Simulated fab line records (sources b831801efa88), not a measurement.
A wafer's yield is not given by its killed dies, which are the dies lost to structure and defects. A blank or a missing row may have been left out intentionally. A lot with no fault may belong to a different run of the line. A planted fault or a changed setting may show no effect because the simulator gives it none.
The tool behind it: which one? | flow gf180mcu | Sampling: 12 lots, 36 wafers, 6 of 602 route steps

WHAT THE GAUGES SHOWED, per wafer
GF_STI_BOW_MEAS_00. Usual: INCOMING_BOW typically reads 0 um, with standard deviation 5.7.
lot  | measured    | on           | INCOMING_BOW (um) | flag
L439 | day 1 10:01 | filmMetro-02 | -5 -2 1           | 
L440 | day 1 15:01 | filmMetro-04 | -7 -8 2           | 
L446 | day 2 21:00 | filmMetro-02 | 5 -4 -6           | 
L447 | day 3 02:00 | filmMetro-02 | 3 -10 1           | 
L450 | day 3 17:01 | filmMetro-02 | 2 12 11           | 
L453 | day 4 08:00 | filmMetro-03 | -6 -8 -4          | 
L456 | day 4 23:01 | filmMetro-04 | 5 0 -10           | 
L457 | day 5 04:00 | filmMetro-03 | -1 -4 3           | 
L458 | day 5 09:00 | filmMetro-04 | 0 -7 -7           | 
L459 | day 5 14:00 | filmMetro-02 | -1 0 0            | 
L460 | day 5 19:00 | filmMetro-03 | 2 7 3             | 
L462 | day 6 05:00 | filmMetro-02 | -3 6 1            | 

GF_MVPSD_TW_MEAS_11. Usual: MVPSD_TW typically reads 555, with standard deviation 5.2.
lot  | measured     | on           | MVPSD_TW    | flag
L439 | day 5 00:49  | filmMetro-04 | 560 562 562 | 
L440 | day 5 07:04  | filmMetro-04 | 563 563 562 | 
L446 | day 6 19:40  | filmMetro-04 | 576 572 574 | OFF
L447 | day 6 23:49  | filmMetro-04 | 554 553 555 | 
L450 | day 7 19:26  | filmMetro-01 | 548 548 549 | 
L453 | day 8 13:58  | filmMetro-04 | 558 562 562 | 
L456 | day 9 06:13  | filmMetro-01 | 553 553 551 | 
L457 | day 9 11:10  | filmMetro-04 | 561 563 563 | 
L458 | day 9 19:40  | filmMetro-02 | 553 557 557 | 
L459 | day 10 02:46 | filmMetro-01 | 547 549 548 | 
L460 | day 10 07:13 | filmMetro-01 | 549 548 548 | 
L462 | day 11 00:16 | filmMetro-01 | 548 545 550 | 

GF_VT_IMPLANT_TW_MEAS_21. Usual: VT_IMPLANT_2_TW typically reads 1205, with standard deviation 13.
lot  | measured     | on           | VT_IMPLANT_2_TW | flag
L439 | day 6 07:08  | filmMetro-03 | 1193 1187 1198  | 
L440 | day 6 12:22  | filmMetro-03 | 1195 1192 1192  | 
L446 | day 8 03:38  | filmMetro-04 | 1229 1231 1225  | 
L447 | day 8 07:55  | filmMetro-01 | 1207 1207 1205  | 
L450 | day 9 04:40  | filmMetro-01 | 1212 1209 1217  | 
L453 | day 10 00:16 | filmMetro-04 | 1228 1224 1228  | 
L456 | day 10 17:35 | filmMetro-03 | 1194 1197 1203  | 
L457 | day 10 23:01 | filmMetro-04 | 1228 1232 1228  | 
L458 | day 11 08:19 | filmMetro-04 | 1223 1228 1224  | 
L459 | day 11 15:37 | filmMetro-04 | 1227 1220 1222  | 
L460 | day 11 20:10 | filmMetro-01 | 1205 1209 1205  | 
L462 | day 12 13:40 | filmMetro-01 | 1208 1207 1204  | 

GF_VT_IMPLANT_RS_MEAS_49: measurement is done with a four-point probe. Usual: MVPSD_RS typically reads 1168.4 ohm/sq, with standard deviation 3.
lot  | measured     | on           | MVPSD_RS (ohm/sq)    | flag
L439 | day 7 14:16  | filmMetro-01 | 1169.6 1167.6 1168.6 | 
L440 | day 7 20:28  | filmMetro-04 | 1164.7 1166.7 1171.0 | 
L446 | day 9 13:35  | filmMetro-01 | 1094.0 1093.6 1095.0 | OFF
L447 | day 9 18:17  | filmMetro-01 | 1167.5 1169.1 1167.9 | 
L450 | day 10 16:40 | filmMetro-02 | 1169.7 1172.1 1170.3 | 
L453 | day 11 13:05 | filmMetro-02 | 1168.6 1168.9 1170.1 | 
L456 | day 12 06:57 | filmMetro-01 | 1168.2 1167.2 1168.4 | 
L457 | day 12 12:41 | filmMetro-04 | 1166.9 1167.1 1166.0 | 
L458 | day 12 22:20 | filmMetro-01 | 1170.0 1168.2 1170.5 | 
L459 | day 13 05:56 | filmMetro-01 | 1166.4 1163.7 1165.8 | 
L460 | day 13 12:35 | filmMetro-01 | 1165.8 1165.1 1168.8 | 
L462 | day 14 06:41 | filmMetro-01 | 1175.8 1175.2 1173.0 | 

EACH LOT AND THE TOOL THAT RAN IT (in order: tool; ch and the chambers of the sampled wafers; start)
lot  | GF_MVPSD_IMPLANT_08             | GF_VT_IMPLANT_STRIP_31
L439 | implanter-03 ch 0, day 5 00:25  | plasmaAsher-01 ch 0,1, day 6 21:46
L440 | implanter-02 ch 0, day 5 06:41  | plasmaAsher-04 ch 0,1, day 7 03:55
L446 | implanter-03 ch 0, day 6 19:16  | plasmaAsher-03 ch 0,1, day 8 19:43
L447 | implanter-02 ch 0, day 6 23:25  | plasmaAsher-04 ch 0, day 9 00:46
L450 | implanter-02 ch 0, day 7 19:03  | plasmaAsher-03 ch 0,1, day 9 21:40
L453 | implanter-02 ch 0, day 8 13:34  | plasmaAsher-04 ch 0,1, day 10 17:46
L456 | implanter-01 ch 0, day 9 05:50  | plasmaAsher-04 ch 0,1, day 11 12:07
L457 | implanter-03 ch 0, day 9 10:46  | plasmaAsher-01 ch 0,1, day 11 17:22
L458 | implanter-01 ch 0, day 9 19:16  | plasmaAsher-01 ch 0,1, day 12 02:19
L459 | implanter-01 ch 0, day 10 02:22 | plasmaAsher-03 ch 0, day 12 09:43
L460 | implanter-03 ch 0, day 10 06:49 | plasmaAsher-04 ch 0,1, day 12 15:25
L462 | implanter-03 ch 0, day 10 23:52 | plasmaAsher-01 ch 0,1, day 13 09:46
- GF_MVPSD_IMPLANT_08
- GF_VT_IMPLANT_STRIP_31: strips in O2/N2.

AS READ BY THE TOOLS THEMSELVES (means over the sampled wafers that have a number; for cases with no such wafer, the mark the record gives instead)
GF_MVPSD_IMPLANT_08. Usual: doseIonsCm2 1.5003e+13, standard deviation 1.7e+10; faradayCurrentUA 84.5, standard deviation 1.5.
lot  | tool         | doseIonsCm2 | faradayCurrentUA | flag
L439 | implanter-03 | 1.5005e+13  | 84.7             | 
L440 | implanter-02 | 1.4996e+13  | 84.9             | 
L446 | implanter-03 | 1.6974e+13  | 96.4             | OFF
L447 | implanter-02 | 1.4998e+13  | 85.2             | 
L450 | implanter-02 | 1.5017e+13  | 85.9             | 
L453 | implanter-02 | 1.5009e+13  | 85.0             | 
L456 | implanter-01 | 1.5035e+13  | 84.9             | 
L457 | implanter-03 | 1.4982e+13  | 84.9             | 
L458 | implanter-01 | 1.5019e+13  | 83.4             | 
L459 | implanter-01 | 1.4992e+13  | 84.9             | 
L460 | implanter-03 | 1.5010e+13  | 84.5             | 
L462 | implanter-03 | 1.5001e+13  | 83.3             | 

GF_VT_IMPLANT_STRIP_31. Usual: drypumpMotorCurrentA 5.7 A, standard deviation 0.46; heaterPowerW 343 W, standard deviation 25; oesProductAu 0.716 a.u., standard deviation 0.0046; stripTimeToEndpointS 12.63 s, standard deviation 0.037.
lot  | tool           | drypumpMotorCurrentA (A) | heaterPowerW (W) | oesProductAu (a.u.) | stripTimeToEndpointS (s) | flag
L439 | plasmaAsher-01 | 5.9                      | 332              | 0.716               | 12.64                    | 
L440 | plasmaAsher-04 | 5.3                      | 356              | 0.717               | 12.69                    | 
L446 | plasmaAsher-03 | 5.8                      | 345              | 0.714               | 12.66                    | 
L447 | plasmaAsher-04 | 5.3                      | 346              | 0.720               | 12.61                    | 
L450 | plasmaAsher-03 | 6.2                      | 325              | 0.713               | 12.58                    | 
L453 | plasmaAsher-04 | 5.3                      | 360              | 0.718               | 12.60                    | 
L456 | plasmaAsher-04 | 5.3                      | 358              | 0.719               | 12.68                    | 
L457 | plasmaAsher-01 | 5.9                      | 317              | 0.714               | 12.66                    | 
L458 | plasmaAsher-01 | 5.9                      | 335              | 0.717               | 12.63                    | 
L459 | plasmaAsher-03 | 6.6                      | 303              | 0.718               | 12.63                    | 
L460 | plasmaAsher-04 | 5.3                      | 365              | 0.718               | 12.66                    | 
L462 | plasmaAsher-01 | 5.9                      | 334              | 0.716               | 12.62                    | 

THE ANSWER, worked out from the rows above alone
Rule: take the mean of a lot's wafers that have a number; if it is more than 3 standard deviations from the usual mean, the lot is off. Also off: a lot with no number at a reading for which 4 or more lots have one. Any other lot the step has rows for is counted as sound. The gauges are gone through in route order, then the tools' own readings, and for those a lot's mean is taken as printed above. The first step at which some lot is off is used, and at that step the reading that is off furthest; a lot without a number counts as furthest.
Off: L446, at GF_MVPSD_TW_MEAS_11 (MVPSD_TW).
A tool fits if, at a process step before that reading, it ran every lot that is off, and no sound lot after the first of them. Not tried: the gauges at GF_MVPSD_TW_MEAS_11; whatever is off there is also off at GF_VT_IMPLANT_RS_MEAS_49, on other tools, and gauge error can't account for it. No candidate that was tried fits.

WHAT WAS PUT IN BY THE SIMULATOR
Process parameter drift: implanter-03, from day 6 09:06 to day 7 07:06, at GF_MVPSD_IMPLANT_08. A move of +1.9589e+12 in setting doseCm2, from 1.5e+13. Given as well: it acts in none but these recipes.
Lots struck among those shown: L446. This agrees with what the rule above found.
